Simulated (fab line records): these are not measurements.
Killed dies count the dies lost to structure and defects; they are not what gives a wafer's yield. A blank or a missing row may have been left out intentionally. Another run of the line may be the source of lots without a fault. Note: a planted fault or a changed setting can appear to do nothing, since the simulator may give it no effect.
Which tool was responsible? | flow sfq line | Sampling: 14 lots, 42 wafers, 4 of 325 route steps

WHAT THE GAUGES READ, wafer by wafer
SFQ_I2_OVL_MEAS_918.
lot  | measured     | on         | I2_OVL (nm)
L804 | day 39 09:33 | overlay-01 | 7 3 11
L805 | day 39 11:57 | overlay-01 | -3 -5 -4
L806 | day 39 15:33 | overlay-02 | 7 -5 2
L808 | day 40 19:10 | overlay-02 | 2 11 6
L816 | day 44 02:44 | overlay-01 | 1 -3 5
L817 | day 44 15:56 | overlay-01 | 8 10 12
L818 | day 45 00:19 | overlay-02 | 1 5 8
L819 | day 45 07:31 | overlay-02 | 4 4 12
L820 | day 45 08:51 | overlay-02 | -4 7 0
L821 | day 45 10:04 | overlay-02 | -1 -2 -4
L822 | day 45 11:15 | overlay-02 | 3 7 3
L823 | day 51 20:07 | overlay-01 | -4 -4 2
L825 | day 52 11:42 | overlay-01 | -4 -6 -9
L826 | day 53 04:55 | overlay-01 | -4 0 -8

SFQ_M3_OVL_MEAS_921.
lot  | measured     | on         | M3_OVL (nm)
L804 | day 45 01:31 | overlay-01 | -5 -6 3
L805 | day 45 06:19 | overlay-01 | 1 7 -3
L806 | day 45 11:07 | overlay-01 | -2 -5 -3
L808 | day 46 19:40 | overlay-02 | 8 5 7
L816 | day 49 22:31 | overlay-02 | -9 -4 -9
L817 | day 50 11:49 | overlay-02 | -3 -3 1
L818 | day 50 20:06 | overlay-01 | -9 -8 -5
L819 | day 51 03:18 | overlay-01 | -9 -4 -4
L820 | day 51 05:42 | overlay-01 | -7 -2 1
L821 | day 51 08:07 | overlay-01 | 3 -8 0
L822 | day 51 10:30 | overlay-01 | -9 -4 -4
L823 | day 51 23:46 | overlay-02 | -3 2 -5
L825 | day 52 15:23 | overlay-01 | -7 -9 -3
L826 | day 53 11:56 | overlay-02 | -11 -12 -8

TOOL THAT RAN EACH LOT (tool first, then ch and the chambers of the sampled wafers, then the start)
lot  | SFQ_TRILAYER_M1_BARC_OPEN_METAL_ETCH_054 | SFQ_TRILAYER_M1_STRIP_STRIP_043
L804 | rie metal-01 ch 0,1, day 18 20:28        | rie metal-01 ch 0,1, day 18 20:40
L805 | rie metal-01 ch 0,1, day 19 02:28        | rie metal-01 ch 0,1, day 19 02:40
L806 | rie metal-01 ch 0,1, day 19 06:04        | rie metal-01 ch 0,1, day 19 06:16
L808 | rie metal-01 ch 0,1, day 20 21:49        | rie metal-01 ch 0,1, day 20 21:59
L816 | rie metal-03 ch 0,1, day 24 00:53        | rie metal-03 ch 0,1, day 24 01:15
L817 | rie metal-03 ch 0,1, day 24 12:52        | rie metal-03 ch 0,1, day 24 13:03
L818 | rie metal-04 ch 1, day 24 18:52          | rie metal-04 ch 1, day 24 19:14
L819 | rie metal-01 ch 0,1, day 25 06:52        | rie metal-01 ch 0,1, day 25 07:03
L820 | rie metal-01 ch 0,1, day 25 12:52        | rie metal-01 ch 0,1, day 25 13:03
L821 | rie metal-03 ch 0,1, day 27 13:01        | rie metal-03 ch 0,1, day 27 13:23
L822 | rie metal-04 ch 0,1, day 30 02:29        | rie metal-04 ch 0,1, day 30 02:40
L823 | rie metal-03 ch 0,1, day 32 19:56        | rie metal-03 ch 0,1, day 32 20:18
L825 | rie metal-01 ch 0,1, day 33 16:19        | rie metal-01 ch 0,1, day 33 16:30
L826 | rie metal-01 ch 0,1, day 34 12:50        | rie metal-01 ch 0,1, day 34 13:01
- SFQ_TRILAYER_M1_BARC_OPEN_METAL_ETCH_054: etches BARC in O2, target depth 125 nm, time 41.7 s.
- SFQ_TRILAYER_M1_STRIP_STRIP_043: strips in O2.

WHAT THE TOOLS THEMSELVES READ (means of the sampled wafers that have a number; where no wafer has one, the mark that the record gives instead)
SFQ_TRILAYER_M1_BARC_OPEN_METAL_ETCH_054.
lot  | tool         | drypump motor current A (A) | he backside leak sccm (sccm) | oes product au (a.u.) | run length s (s)
L804 | rie metal-01 | 5.5                         | 3.20                         | 0.686                 | 70.6
L805 | rie metal-01 | 5.5                         | 3.36                         | 0.684                 | 70.7
L806 | rie metal-01 | 5.5                         | 3.27                         | 0.738                 | 67.7
L808 | rie metal-01 | 5.8                         | 3.12                         | 0.738                 | 67.5
L816 | rie metal-03 | 5.6                         | 3.44                         | 0.684                 | 70.2
L817 | rie metal-03 | 5.6                         | 3.38                         | 0.688                 | 70.2
L818 | rie metal-04 | 5.5                         | 3.30                         | 0.691                 | 69.9
L819 | rie metal-01 | 5.5                         | 3.15                         | 0.686                 | 70.8
L820 | rie metal-01 | 5.5                         | 3.25                         | 0.689                 | 70.4
L821 | rie metal-03 | 5.7                         | 3.38                         | 0.684                 | 70.0
L822 | rie metal-04 | 5.5                         | 3.24                         | 0.686                 | 69.8
L823 | rie metal-03 | 5.7                         | 3.46                         | 0.684                 | 70.3
L825 | rie metal-01 | 5.8                         | 3.26                         | 0.689                 | 70.8
L826 | rie metal-01 | 5.8                         | 3.25                         | 0.684                 | 70.6

SFQ_TRILAYER_M1_STRIP_STRIP_043.
lot  | tool         | drypump motor current A (A) | he backside leak sccm (sccm) | oes product au (a.u.)
L804 | rie metal-01 | 5.5                         | 3.1                          | 0.996
L805 | rie metal-01 | 5.5                         | 3.1                          | 0.993
L806 | rie metal-01 | 5.5                         | 3.2                          | 1.005
L808 | rie metal-01 | 5.8                         | 3.1                          | 1.013
L816 | rie metal-03 | 5.7                         | 4.3                          | 1.018
L817 | rie metal-03 | 5.7                         | 3.5                          | 1.015
L818 | rie metal-04 | 5.5                         | 3.4                          | 1.004
L819 | rie metal-01 | 5.5                         | 3.2                          | 0.998
L820 | rie metal-01 | 5.5                         | 3.2                          | 0.997
L821 | rie metal-03 | 5.7                         | 3.5                          | 1.011
L822 | rie metal-04 | 5.5                         | 3.3                          | 0.992
L823 | rie metal-03 | 5.7                         | 3.6                          | 1.022
L825 | rie metal-01 | 5.8                         | 3.4                          | 0.985
L826 | rie metal-01 | 5.8                         | 3.3                          | 0.989

THE ANSWER, worked out from the rows above alone
Rule: the usual values come from the lots themselves. The widest of any qualifying gaps counts: lots, ordered by their means at a reading, are off when they make up no more than a third of the lots, leave a main group of 4 or more, and stand apart from it by 3 or more times the standard deviation of that group's means. Not used: any main group whose means are identical at the precision the tables above print for the reading. A lot without any number at a reading at which 4 lots or more have one is off too. Where the step has rows for the other lots, those lots are counted as sound. After the gauges, taken in route order, come the tools' own readings; for these a lot's mean is taken, as printed above. At the first step where some lot is off, the reading lying furthest off is the one used; lots without a number count as furthest.
Off, at SFQ_TRILAYER_M1_BARC_OPEN_METAL_ETCH_054 on oes product au: L806, L808. Main group: mean 0.686 a.u., sd 0.0023.
A tool fits if, at that step or a process step before it, it ran every lot that is off, and no sound lot after the first of them. None of those tried fits.

WHAT THE SIMULATOR PUT IN
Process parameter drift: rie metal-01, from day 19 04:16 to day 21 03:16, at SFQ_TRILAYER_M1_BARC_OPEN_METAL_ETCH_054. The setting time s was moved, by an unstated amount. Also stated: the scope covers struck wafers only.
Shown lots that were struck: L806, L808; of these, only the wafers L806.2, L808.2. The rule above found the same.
